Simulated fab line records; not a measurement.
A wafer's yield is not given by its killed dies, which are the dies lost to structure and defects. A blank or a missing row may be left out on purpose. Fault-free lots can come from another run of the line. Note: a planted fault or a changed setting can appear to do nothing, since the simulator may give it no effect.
One fault through the eyes of 2 desks    flow gf180mcu    what lay behind the numbers comes last; until then each desk has only its own

METROLOGY DESK
What the gauges read, lot by lot, whatever tool the lot ran on: means of the sampled wafers that have a number. Any lot whose mean is over 4 standard deviations away from the usual mean is out of limits and marked OUT; that distance is given in the brackets.
Columns: A = SAB_CVD_00_THK at GF_SAB_THK_MEAS_01, usual 49.9 nm; B = SAB_OVL at GF_SAB_OVL_MEAS_10, usual 0.5 nm; C = CONTACT_BOW at GF_CONTACT_BOW_MEAS_05, usual 65 um
lot   first seen here  A               B     C
L326  day 14 19:44     50.2            1.3   64
L328  day 15 11:47     50.6            -0.6  68
L330  day 16 00:44     49.4            1.4   62
L331  day 16 14:07     50.4            1.4   65
L332  day 16 19:10     49.7            1.8   64
L334  day 17 11:17     50.4            -1.9  75
L338  day 19 00:36     59.8 (+15) OUT  0.8   62
L339  day 19 05:17     60.9 (+17) OUT  -0.1  62
L340  day 19 13:55     70.2 (+31) OUT  1.2   61
L343  day 20 19:23     49.8            0.8   64
L344  day 21 01:07     50.0            0.6   62
L345  day 21 09:25     49.4            0.9   67
L347  day 21 19:41     50.3            1.0   67
L348  day 22 13:50     49.6            -0.1  68
Finding of this desk: L338, L339, L340 out of limits, first seen on L338 at day 19 00:36 (SAB_CVD_00_THK at GF_SAB_THK_MEAS_01). L326, L328, L330, L331, L332, L334, L343, L344, L345, L347, L348: within limits.

AT THE TOOL OWNER'S DESK: pecvd-01
The tool's own readings at GF_SAB_CVD_00 (deposits SiO2 from TEOS, target thk 50 nm, time 4.9302 s): means of the sampled wafers that have a number, for each lot that ran on this tool. Any lot whose mean is over 4 standard deviations away from the usual mean is out of limits and marked OUT; that distance is given in the brackets.
Columns: A = heater-power-w at GF_SAB_CVD_00, usual 631 W
lot   first seen here  A
L332  day 16 19:09     719
L338  day 19 00:34     721
L339  day 19 05:15     610
L340  day 19 13:53     666
L347  day 21 19:40     673
Result from this desk: across the 5 lots, nothing is out of limits.

ALL TOGETHER
L338, L339, L340 would have let the metrology desk raise an alarm at day 19 00:36.
The tool owner's desk saw nothing out of limits.
The tool owner's desk has L338, L339, L340 on record, within its limits.
GF_SAB_CVD_00 was run on pecvd-01 by each of the lots named.

WHAT HAD BEEN PUT IN BY THE SIMULATOR
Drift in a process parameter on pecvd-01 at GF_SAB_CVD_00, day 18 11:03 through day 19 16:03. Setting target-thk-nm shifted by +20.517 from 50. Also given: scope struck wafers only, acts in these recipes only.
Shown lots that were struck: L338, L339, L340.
Per desk, hours elapsed from the start of the fault to the first reading out of limits: for the metrology desk, 14.
